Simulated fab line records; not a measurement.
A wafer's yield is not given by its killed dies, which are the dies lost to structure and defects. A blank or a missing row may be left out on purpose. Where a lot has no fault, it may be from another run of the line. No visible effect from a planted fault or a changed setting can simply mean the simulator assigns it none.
Matching of chambers ; flow sky130 ; SKY_SONOS_ONO_ETCH_15 on rie-diel-04 has 4 sister chambers
The step etches the open film in CHF3/O2, target depth 19.52 nm, time 7.8 s. 16 wafers are shown with their chamber, then 8 later ones without.

== WAFERS WITH THEIR CHAMBER ==
wafer;chamber;drypump-motor-current-A (A);rf-fwd-power-W (W);oes-product-au (a.u.)
L080.1;3;5.0;584;1.005
L080.4;3;5.0;583;1.017
L080.5;2;5.4;585;0.998
L082.2;3;5.0;586;1.015
L082.4;2;5.4;584;1.001
L082.6;1;5.0;588;1.017
L086.3;2;5.4;584;0.996
L086.4;1;5.0;588;0.997
L086.5;0;5.4;592;0.992
L088.1;0;5.5;590;0.992
L088.4;2;5.4;588;0.998
L088.6;0;5.5;591;0.996
L089.1;0;5.5;596;0.987
L089.3;3;5.0;585;0.994
L089.6;3;5.0;586;0.997
L090.2;1;5.0;586;1.011

SIGNATURES, as means of the wafers listed above
reading;chamber 0;chamber 1;chamber 2;chamber 3;scatter within a chamber
drypump-motor-current-A;5.475;5.000;5.400;5.000;0.025
rf-fwd-power-W;592.25;587.33;585.25;584.80;1.85
oes-product-au;0.99175;1.00833;0.99825;1.00560;0.00759
Rule: for a wafer and a chamber, the distance is found by dividing, reading by reading, the gap between the wafer's reading and the chamber's mean by the reading's scatter, squaring, summing and taking the root. The wafer belongs to the nearest chamber; if the next one is less than 2 further off, it can't be placed. How the scatter is found: for the shown wafers, subtract from each reading the mean of its chamber, square and add these, divide the total by (wafers less chambers), then take the root.

== WAFERS WITH NO CHAMBER GIVEN ==
wafer;drypump-motor-current-A (A);rf-fwd-power-W (W);oes-product-au (a.u.)
L090.4;5.5;591;0.992
L090.5;5.0;586;0.999
L091.1;5.3;586;0.996
L091.2;5.4;590;0.988
L091.4;5.0;588;1.008
L096.4;5.3;586;0.983
L096.5;5.3;586;1.004
L096.6;5.0;583;0.988

== THE CHAMBER EACH PASSED THROUGH ==
wafer;from the rows above;in truth
L090.4;0;0
L090.5;can't be placed: 3 or 1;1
L091.1;2;2
L091.2;can't be placed: 2 or 0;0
L091.4;can't be placed: 1 or 3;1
L096.4;2;2
L096.5;2;2
L096.6;can't be placed: 3 or 1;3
Placed correctly: 4 of 8. Can't be placed from these rows: 4 (the true chamber is among the candidates in 4). Wrongly placed: 0.
